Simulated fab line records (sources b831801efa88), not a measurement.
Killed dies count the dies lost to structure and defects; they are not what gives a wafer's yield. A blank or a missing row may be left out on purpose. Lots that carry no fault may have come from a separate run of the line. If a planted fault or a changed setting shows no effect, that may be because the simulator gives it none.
fab line records	flow sky130
[record] lots = 6	wafers = 18	last_day = 50
route steps=708 shown LDD_P@263 LDD_HVN@267 LDD_HVP@278 PAD_OPEN@708
lots untouched by any fault: they come from a run of this same line in which no faults occurred
start_h: start of the lot's first displayed wafer, in hours after the record's first day	wait_h: hours since the lot's step before	" the same as in the row above	L1.1+2: several wafers, shown together as one row	- value missing, or start not given	* or withheld: withheld	< > ~ a bound
route shown NAME@n: names a module that has steps shown in the file, with the first one's number in the route	usual: mean/standard deviation taken from wafers without a fault	same: alike in all rows	chamber/n: place in a boat	sites: the reading at each site	_std_site: how widely they spread, as a standard deviation	_edge_site: inner sites' mean taken away from outer sites' mean	radius_mm: for every site, how far away it sits from the centre of the wafer	mask NAME#n: copy n	behind: the most recent tool/chamber to have shaped the wafer	hold: reason for holding the lot/hours on hold/outcome of the hold	device: the n, p or np transistor that did not switch	end of line: the same wafers' tests at the end of the route	a step given without rows: its recipe and nothing more	killed: dies that structure and defects cost at the first sort, which is not the same as the wafer's yield	map: the dies of a wafer, with x for killed, . for not killed, _ for no die there
set.NAME: the run value of the setting; set.NAME@STEP: its run value at that earlier step	model.NAME: the simulator's own value behind a step, which no gauge read
certain route steps with their lots: each step a table, each wafer a row
services: the hour from which a tool's chamber was out of use, counted from the record's first day as start_h (under 0 if before that day), plus the number of hours and why
[[steps]]
[step SKY_LDD_P_OVL_MEAS_08]
[usual] LDD_P_OVL = 0.7/1.3
lot.wafer	tool	chamber	start_h	wait_h	LDD_P_OVL[nm]
L732.1	overlay-02	-	442.29	0.1	1.0
L732.2	"	-	"	"	1.4
L732.5	"	-	"	"	1.7
L740.2	overlay-02	-	503.51	0.1	0.7
L740.4	"	-	"	"	1.1
L740.6	"	-	"	"	1.0
L741.2	overlay-02	-	504.91	0.1	1.7
L741.4	"	-	"	"	1.5
L741.6	"	-	"	"	2.2
L746.2	overlay-02	-	543.30	0.1	0.9
L746.3	"	-	"	"	-0.8
L746.5	"	-	"	"	-0.1
L752.3	overlay-02	-	610.47	0.1	0.9
L752.4	"	-	"	"	1.6
L752.5	"	-	"	"	1.4
L753.2	overlay-02	-	629.05	0.1	0.0
L753.3	"	-	"	"	0.5
L753.5	"	-	"	"	-0.4
[step SKY_LDD_P_IMPLANT_09]
[recipe] species = BF2	energy_kev = 25	dose_cm2 = 1e+13	tilt_deg = withheld
[step SKY_LDD_P_STRIP_10]
[recipe] chemistry = O2/N2	power_w = 1400	pressure_mtorr = 1500	platen_temp_c = withheld	o2_flow_sccm = 3000	n2_flow_sccm = 300	overash_fraction = 0.5
[usual] drypump_motor_current_A = 5.7/0.33	oes_product_au = 0.715/0.0045	strip_time_to_endpoint_s = 14.17/0.047
lot.wafer	tool	chamber	start_h	wait_h	drypump_motor_current_A	oes_product_au	rf_hours_counter_h	strip_time_to_endpoint_s
L732.1	plasma_asher-01	1	442.48	0.1	5.9	0.722	73	14.15
L732.2	"	0	"	"	5.7	0.722	73	14.25
L732.5	"	0	"	"	5.7	0.721	-	14.16
L740.2	plasma_asher-03	1	503.69	0.1	5.2	0.716	70	14.21
L740.4	"	0	"	"	6.2	0.716	-	14.19
L740.6	"	0	"	"	6.2	0.704	-	14.20
L741.2	plasma_asher-03	0	505.09	0.1	6.2	0.715	70	14.16
L741.4	"	0	"	"	6.2	0.724	-	14.18
L741.6	"	1	"	"	5.2	0.713	-	14.13
L746.2	plasma_asher-01	0	543.48	0.1	5.7	0.708	83	14.23
L746.3	"	1	"	"	5.9	0.719	-	14.21
L746.5	"	1	"	"	5.9	0.711	-	14.19
L752.3	plasma_asher-04	0	610.68	0.1	5.7	0.715	-	14.12
L752.4	"	1	"	"	5.7	0.724	-	14.12
L752.5	"	0	"	"	5.7	0.719	-	14.08
L753.2	plasma_asher-01	1	629.23	0.1	5.9	0.712	90	14.17
L753.3	"	1	"	"	5.9	0.716	-	14.17
L753.5	"	1	"	"	5.9	0.716	-	14.17
[step SKY_LDD_P_TW_MEAS_11]
[usual] LDD_P_TW = 641/3.1
lot.wafer	tool	chamber	start_h	wait_h	LDD_P_TW
L732.1	film_metro-02	-	442.58	0.1	646
L732.2	"	-	"	"	643
L732.5	"	-	"	"	646
L740.2	film_metro-02	-	503.80	0.1	645
L740.4	"	-	"	"	641
L740.6	"	-	"	"	641
L741.2	film_metro-03	-	505.20	0.1	641
L741.4	"	-	"	"	640
L741.6	"	-	"	"	644
L746.2	film_metro-04	-	543.59	0.1	639
L746.3	"	-	"	"	639
L746.5	"	-	"	"	638
L752.3	film_metro-03	-	610.76	0.1	640
L752.4	"	-	"	"	640
L752.5	"	-	"	"	641
L753.2	film_metro-02	-	629.34	0.1	643
L753.3	"	-	"	"	643
L753.5	"	-	"	"	644
[step SKY_LDD_HVN_DEHYDRATE_00]
[recipe] temp_c = 200	time_s = 60
[step SKY_LDD_HVN_HMDS_01]
[recipe] prime_time_s = 60	prime_temp_c = 120
[step SKY_LDD_HVN_COAT_02]
[recipe] resist = NOVOLAK	spin_rpm = 3000	resist_thk_nm = 300
[step SKY_LDD_HVN_SOFTBAKE_03]
[recipe] temp_c = 90	time_s = 60	resist = NOVOLAK
[step SKY_LDD_HVN_EXPOSE_04]
[recipe] mask_id = HVNTM	na = 0.6	source_shape = conventional	sigma_outer = 0.6	polarization = unpolarized	target_cd_nm = 700	dose_mj = 127
[step SKY_LDD_HVN_PEB_05]
[recipe] temp_c = withheld	time_s = *	resist = NOVOLAK
[step SKY_LDD_HVN_DEVELOP_06]
[recipe] resist = NOVOLAK	developer = TMAH	develop_time_s = 60	dev_temp_c = 23
[step SKY_LDD_HVN_OVL_MEAS_07]
[usual] LDD_HVN_OVL = 1.3/1.5
lot.wafer	tool	chamber	start_h	wait_h	LDD_HVN_OVL[nm]
L732.1	overlay-02	-	472.74	0.1	-1.3
L732.2	"	-	"	"	-1.8
L732.5	"	-	"	"	0.4
L740.2	overlay-02	-	533.28	0.1	2.1
L740.4	"	-	"	"	1.7
L740.6	"	-	"	"	1.3
L741.2	overlay-02	-	535.43	0.1	-0.8
L741.4	"	-	"	"	-0.9
L741.6	"	-	"	"	-1.3
L746.2	overlay-02	-	572.88	0.1	2.6
L746.3	"	-	"	"	2.4
L746.5	"	-	"	"	3.2
L752.3	overlay-01	-	639.39	0.1	3.2
L752.4	"	-	"	"	2.9
L752.5	"	-	"	"	2.0
L753.2	overlay-02	-	657.79	0.1	-0.7
L753.3	"	-	"	"	-0.9
L753.5	"	-	"	"	-1.1
[step SKY_LDD_HVN_IMPLANT_08]
[recipe] species = P	energy_kev = 60	dose_cm2 = 3e+13	tilt_deg = 40
[usual] beam_energy_keV = 60.003/0.018
lot.wafer	tool	chamber	start_h	wait_h	beam_energy_keV	model.implant.rp_nm	model.implant.drp_nm
L732.1	implanter-02	0	472.77	0.0	59.986	55.79	28.15
L732.2	"	0	"	"	59.975	55.79	28.15
L732.5	"	0	"	"	60.000	55.79	28.15
L740.2	implanter-04	0	533.33	0.0	48.987	43.79	23.71
L740.4	"	0	"	"	48.966	43.79	23.71
L740.6	"	0	"	"	48.954	43.79	23.71
L741.2	implanter-04	0	535.48	0.0	48.975	47.19	23.71
L741.4	"	0	"	"	48.986	47.19	23.71
L741.6	"	0	"	"	48.970	47.19	23.71
L746.2	implanter-03	0	572.93	0.0	59.985	55.79	28.15
L746.3	"	0	"	"	59.983	55.79	28.15
L746.5	"	0	"	"	60.006	55.79	28.15
L752.3	implanter-04	0	639.47	0.1	59.956	57.94	28.15
L752.4	"	0	"	"	59.976	57.94	28.15
L752.5	"	0	"	"	59.974	57.94	28.15
L753.2	implanter-04	0	657.96	0.2	60.003	56.08	28.15
L753.3	"	0	"	"	60.014	56.08	28.15
L753.5	"	0	"	"	59.993	56.08	28.15
[step SKY_LDD_HVN_STRIP_09]
[recipe] chemistry = O2/N2	power_w = 1400	pressure_mtorr = 1500	platen_temp_c = withheld	o2_flow_sccm = 3000	n2_flow_sccm = 300	overash_fraction = 0.5
[usual] drypump_motor_current_A = 5.72/0.27	oes_product_au = 0.408/0.0045	strip_time_to_endpoint_s = 4.127/0.015
lot.wafer	tool	chamber	start_h	wait_h	drypump_motor_current_A	oes_product_au	rf_hours_counter_h	strip_time_to_endpoint_s
L732.1	plasma_asher-04	1	472.92	0.1	5.74	0.416	4	4.120
L732.2	"	0	"	"	5.72	0.408	4	4.122
L732.5	"	0	"	"	5.73	0.411	-	4.125
L740.2	plasma_asher-02	0	533.46	0.1	5.26	0.395	41	4.133
L740.4	"	1	"	"	6.07	0.414	-	4.129
L740.6	"	0	"	"	5.24	0.409	-	4.137
L741.2	plasma_asher-01	1	535.61	0.1	5.93	0.408	82	4.143
L741.4	"	1	"	"	5.91	0.407	-	4.130
L741.6	"	0	"	"	5.69	0.406	-	4.155
L746.2	plasma_asher-02	1	573.06	0.1	6.11	0.405	46	4.102
L746.3	"	0	"	"	5.28	0.417	-	4.123
L746.5	"	0	"	"	5.26	0.407	-	4.105
L752.3	plasma_asher-04	1	639.60	0.1	5.73	0.409	-	4.143
L752.4	"	0	"	"	5.72	0.409	-	4.146
L752.5	"	0	"	"	5.69	0.409	-	4.161
L753.2	plasma_asher-04	0	658.09	0.1	5.72	0.408	21	4.135
L753.3	"	0	"	"	5.69	0.413	-	4.121
L753.5	"	0	"	"	5.68	0.402	-	4.129
[step SKY_LDD_HVN_TW_MEAS_10]
[usual] LDD_HVN_TW = 1453/6.6
lot.wafer	tool	chamber	start_h	wait_h	LDD_HVN_TW
L732.1	film_metro-04	-	473.02	0.1	1452
L732.2	"	-	"	"	1456
L732.5	"	-	"	"	1456
L740.2	film_metro-01	-	533.57	0.1	1368
L740.4	"	-	"	"	1380
L740.6	"	-	"	"	1380
L741.2	film_metro-04	-	535.72	0.1	1373
L741.4	"	-	"	"	1365
L741.6	"	-	"	"	1374
L746.2	film_metro-01	-	573.17	0.1	1459
L746.3	"	-	"	"	1467
L746.5	"	-	"	"	1457
L752.3	film_metro-03	-	639.69	0.1	1442
L752.4	"	-	"	"	1443
L752.5	"	-	"	"	1437
L753.2	film_metro-03	-	658.20	0.1	1453
L753.3	"	-	"	"	1458
L753.5	"	-	"	"	1452
[step SKY_LDD_HVP_DEHYDRATE_00]
[recipe] temp_c = 200	time_s = 60
[step SKY_PAD_OPEN_PROBE_99]
[usual] killed_at_M0_to_M3 = 44/7.2	killed_at_M4_up = 3.1/1.7	killed_at_contacts = 25/5.1	killed_at_front_end = 14/4.6	killed_at_other = 0.3/0.59	killed_dies = 86/9.6	killed_on_rim = 17/4.1	killed_open = 47/7.4	killed_short = 39/6
[same] gross_dies = 492	killed_at_back_side = 0
lot.wafer	tool	chamber	start_h	wait_h	killed_at_M0_to_M3	killed_at_M4_up	killed_at_contacts	killed_at_front_end	killed_at_other	killed_dies	killed_on_rim	killed_open	killed_short	model.etest.tip_n_5v.rs_ohm_sq	model.etest.nfet_g5v0d10v5.r_on_ohm_um	model.etest.nfet_g5v0d10v5.drive_ua_um	model.etest.nfet_g5v0d10v5.vt_sat_v	model.etest.nfet_g5v0d10v5.vt_v
L732.1	prober-01	-	1076.70	0.1	42	5	27	16	0	90	15	48	42	1383	1858	610.1	0.7674	0.825
L732.2	prober-01	-	1076.75	0.1	35	5	26	23	0	89	21	45	44	1394	1860	606.5	0.7701	0.8275
L732.5	prober-01	-	1076.90	0.2	48	3	28	17	0	96	15	60	36	1388	1893	606.4	0.7627	0.819
L740.2	prober-02	-	1118.00	0.1	36	2	26	9	0	73	20	43	30	1563	1920	592.5	0.7926	0.8403
L740.4	prober-02	-	1118.10	0.2	52	4	28	16	0	100	20	60	40	1535	1940	586.9	0.7974	0.8429
L740.6	prober-02	-	1118.20	0.2	45	3	22	14	0	84	16	54	30	1555	1947	580.2	0.8084	0.8603
L741.2	prober-01	-	1120.65	0.1	39	3	19	16	1	78	15	42	36	1504	1926	590	0.789	0.8383
L741.4	prober-01	-	1120.75	0.2	39	0	31	10	0	80	12	46	34	1502	1911	596.9	0.7812	0.8328
L741.6	prober-01	-	1120.85	0.2	43	5	27	14	0	89	13	55	34	1504	1946	587.2	0.7938	0.8422
L746.2	prober-02	-	1143.61	0.1	45	0	16	15	0	76	7	40	36	1393	1853	603	0.7839	0.8434
L746.3	prober-02	-	1143.66	0.2	43	6	37	11	1	98	19	57	41	1392	1885	596.6	0.7819	0.8412
L746.5	prober-02	-	1143.76	0.2	43	6	26	14	0	89	15	49	40	1386	1891	596.2	0.7788	0.836
L752.3	prober-02	-	1183.10	0.2	41	6	34	18	0	99	16	56	43	1386	1883	604.7	0.7663	0.8248
L752.4	prober-02	-	1183.15	0.2	42	5	26	15	0	88	15	52	36	1379	1904	597.1	0.7642	0.825
L752.5	prober-02	-	1183.20	0.2	51	6	22	15	0	94	20	49	45	1370	1873	605.2	0.7618	0.8233
L753.2	prober-01	-	1194.20	0.1	50	2	22	15	0	89	14	54	35	1381	1875	614.4	0.7484	0.8058
L753.3	prober-01	-	1194.25	0.2	59	1	30	8	1	99	12	62	37	1388	1882	617.3	0.7585	0.8147
L753.5	prober-01	-	1194.35	0.2	40	2	25	14	0	81	14	42	39	1387	1859	612.8	0.7635	0.8181
// killed by level:class
L732.1 VIA2:geometric_particle:open=8 VIA1:geometric_particle:short=7 LI_CONTACT:geometric_particle:open=7 CONTACT:geometric_particle:open=7 CONTACT:geometric_particle:short=6 VIA1:geometric_particle:open=6 METAL2:geometric_particle:short=5 METAL1:geometric_particle:short=5
L732.2 VIA2:geometric_particle:open=9 LI_CONTACT:geometric_particle:open=8 FIELD_ISO:geometric_particle:short=7 CONTACT:geometric_particle:open=7 FIELD_ISO:geometric_particle:open=6 POLY_GATE:geometric_particle:short=6 METAL1:geometric_particle:short=6 VIA1:geometric_particle:open=5
L732.5 VIA1:geometric_particle:open=13 CONTACT:geometric_particle:open=11 LI_CONTACT:geometric_particle:open=9 VIA2:geometric_particle:open=8 VIA3:geometric_particle:open=8 CONTACT:geometric_particle:short=5 METAL1:geometric_particle:short=5 METAL2:geometric_particle:short=5
L740.2 CONTACT:geometric_particle:open=13 VIA1:geometric_particle:open=10 METAL2:geometric_particle:short=10 LI_CONTACT:geometric_particle:open=7 LOCAL_INTERCONNECT:geometric_particle:short=3 METAL1:geometric_particle:short=3 VIA1:geometric_particle:short=3 VIA2:geometric_particle:open=3
L740.4 VIA1:geometric_particle:open=17 CONTACT:geometric_particle:open=12 LI_CONTACT:geometric_particle:open=8 METAL1:geometric_particle:short=8 FIELD_ISO:geometric_particle:open=5 VIA1:geometric_particle:short=5 METAL2:geometric_particle:short=5 SPACER:geometric_particle:short=4
L740.6 VIA1:geometric_particle:open=15 CONTACT:geometric_particle:open=10 VIA3:geometric_particle:open=9 VIA2:geometric_particle:open=7 LI_CONTACT:geometric_particle:open=6 POLY_GATE:geometric_particle:short=5 METAL2:geometric_particle:short=5 FIELD_ISO:geometric_particle:open=4
L741.2 CONTACT:geometric_particle:open=8 VIA3:geometric_particle:open=8 LI_CONTACT:geometric_particle:open=6 VIA1:geometric_particle:open=6 FIELD_ISO:geometric_particle:open=5 POLY_GATE:geometric_particle:short=5 VIA3:geometric_particle:short=5 METAL2:geometric_particle:short=4
L741.4 LI_CONTACT:geometric_particle:open=10 VIA1:geometric_particle:open=10 CONTACT:geometric_particle:open=8 METAL1:geometric_particle:short=8 CONTACT:geometric_particle:short=7 VIA2:geometric_particle:open=5 FIELD_ISO:geometric_particle:open=4 VIA1:geometric_particle:short=4
L741.6 LI_CONTACT:geometric_particle:open=9 CONTACT:geometric_particle:open=8 VIA3:geometric_particle:open=8 VIA2:geometric_particle:open=8 VIA1:geometric_particle:open=7 FIELD_ISO:geometric_particle:open=5 VIA3:geometric_particle:short=5 LOCAL_INTERCONNECT:geometric_particle:short=5
L746.2 VIA1:geometric_particle:open=13 METAL1:geometric_particle:short=6 VIA3:geometric_particle:open=6 FIELD_ISO:geometric_particle:short=5 CONTACT:geometric_particle:open=5 VIA3:geometric_particle:short=4 LI_CONTACT:geometric_particle:open=4 METAL2:geometric_particle:short=4
L746.3 CONTACT:geometric_particle:open=14 LI_CONTACT:geometric_particle:open=11 VIA1:geometric_particle:open=10 METAL1:geometric_particle:short=6 LOCAL_INTERCONNECT:geometric_particle:short=5 CONTACT:geometric_particle:short=5 VIA3:geometric_particle:open=5 FIELD_ISO:geometric_particle:open=4
L746.5 CONTACT:geometric_particle:open=14 VIA3:geometric_particle:open=11 VIA1:geometric_particle:open=9 FIELD_ISO:geometric_particle:short=5 METAL4:geometric_particle:short=5 LI_CONTACT:geometric_particle:open=4 CONTACT:geometric_particle:short=4 METAL1:geometric_particle:short=4
L752.3 CONTACT:geometric_particle:open=13 VIA1:geometric_particle:open=9 FIELD_ISO:geometric_particle:open=7 LI_CONTACT:geometric_particle:open=7 LOCAL_INTERCONNECT:geometric_particle:short=7 VIA3:geometric_particle:short=6 FIELD_ISO:geometric_particle:short=5 CONTACT:geometric_particle:short=5
L752.4 LI_CONTACT:geometric_particle:open=9 VIA1:geometric_particle:open=7 VIA2:geometric_particle:open=7 FIELD_ISO:geometric_particle:open=6 CONTACT:geometric_particle:short=5 METAL1:geometric_particle:open=5 METAL4:geometric_particle:short=5 METAL1:geometric_particle:short=4
L752.5 CONTACT:geometric_particle:open=13 VIA1:geometric_particle:open=12 VIA3:geometric_particle:open=7 FIELD_ISO:geometric_particle:short=6 METAL2:geometric_particle:short=6 VIA3:geometric_particle:short=6 CONTACT:geometric_particle:short=5 METAL1:geometric_particle:short=5
L753.2 VIA1:geometric_particle:open=19 LI_CONTACT:geometric_particle:open=7 POLY_GATE:geometric_particle:open=6 CONTACT:geometric_particle:open=6 VIA1:geometric_particle:short=6 VIA2:geometric_particle:open=5 LOCAL_INTERCONNECT:geometric_particle:short=4 VIA3:geometric_particle:open=4
L753.3 CONTACT:geometric_particle:open=12 VIA1:geometric_particle:open=10 VIA2:geometric_particle:open=10 LI_CONTACT:geometric_particle:open=9 VIA3:geometric_particle:open=9 METAL2:geometric_particle:short=7 VIA1:geometric_particle:short=4 VIA3:geometric_particle:short=4
L753.5 CONTACT:geometric_particle:open=9 METAL1:geometric_particle:short=7 LI_CONTACT:geometric_particle:open=6 VIA3:geometric_particle:open=6 VIA1:geometric_particle:open=6 VIA2:geometric_particle:open=6 FIELD_ISO:geometric_particle:open=5 VIA1:geometric_particle:short=5
[[services]]
tool	chamber	start_h	hours	kind
plasma_asher-04	-	421.25	9.0	pm
plasma_asher-04	0	421.25	9.0	vent_cycle
plasma_asher-04	1	421.25	9.0	vent_cycle
plasma_asher-04	0	430.25	-	clean
plasma_asher-04	1	430.25	-	clean
plasma_asher-03	-	438.32	1.3	repair
implanter-04	-	460.51	8.2	repair
implanter-04	-	499.81	4.1	repair
implanter-04	-	529.93	1.6	repair
implanter-02	-	532.98	2.9	repair
implanter-04	-	537.35	4.1	pm
plasma_asher-04	-	540.27	14.6	pm
plasma_asher-04	-	563.47	2.8	pm
plasma_asher-01	-	567.95	15.6	pm
plasma_asher-03	-	568.30	0.4	repair
implanter-02	-	576.48	5.4	repair
plasma_asher-04	-	604.34	2.2	repair
implanter-04	-	629.64	0.6	repair
implanter-02	-	632.79	5.1	pm
plasma_asher-01	-	639.65	21.7	repair
implanter-03	-	639.97	4.0	pm
implanter-02	-	650.68	10.6	pm
[[key]]
[first_sign] step = SKY_LDD_HVN_IMPLANT_08	reading = beam_energy_keV	direction = down	sigmas = 99+	usual = *	struck = *
[effect] step = SKY_LDD_HVN_TW_MEAS_10	reading = LDD_HVN_TW	direction = down	sigmas = 12	usual = 1453	struck = 1374
[model_effect] step = SKY_LDD_HVN_IMPLANT_08	value = implant.rp_nm	without = 55.87	struck = 45.49
[model_effect] step = SKY_PAD_OPEN_PROBE_99	value = etest.tip_n_5v.rs_ohm_sq	without = 1384	struck = 1527
met_at SKY_LDD_HVN_IMPLANT_08
struck_wafers L740.2,L740.4,L740.6,L741.2,L741.4,L741.6
tester_left_out L740,L741
[fault] kind = process_parameter_drift	tool = implanter-04	chamber = -	onset_h = 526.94	steps = SKY_LDD_HVN_IMPLANT_08	channel = energy_kev	offset = *	shape = step	end_h = 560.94	acts_in = *	stated = *
// tester_left_out: of these lots the tester's yield and bins aren't shown, on N5 and GAA mostly nor the transistor test; their killed dies are dies lost to structure and defects alone, not to doping, threshold or leakage, so they don't give the yield
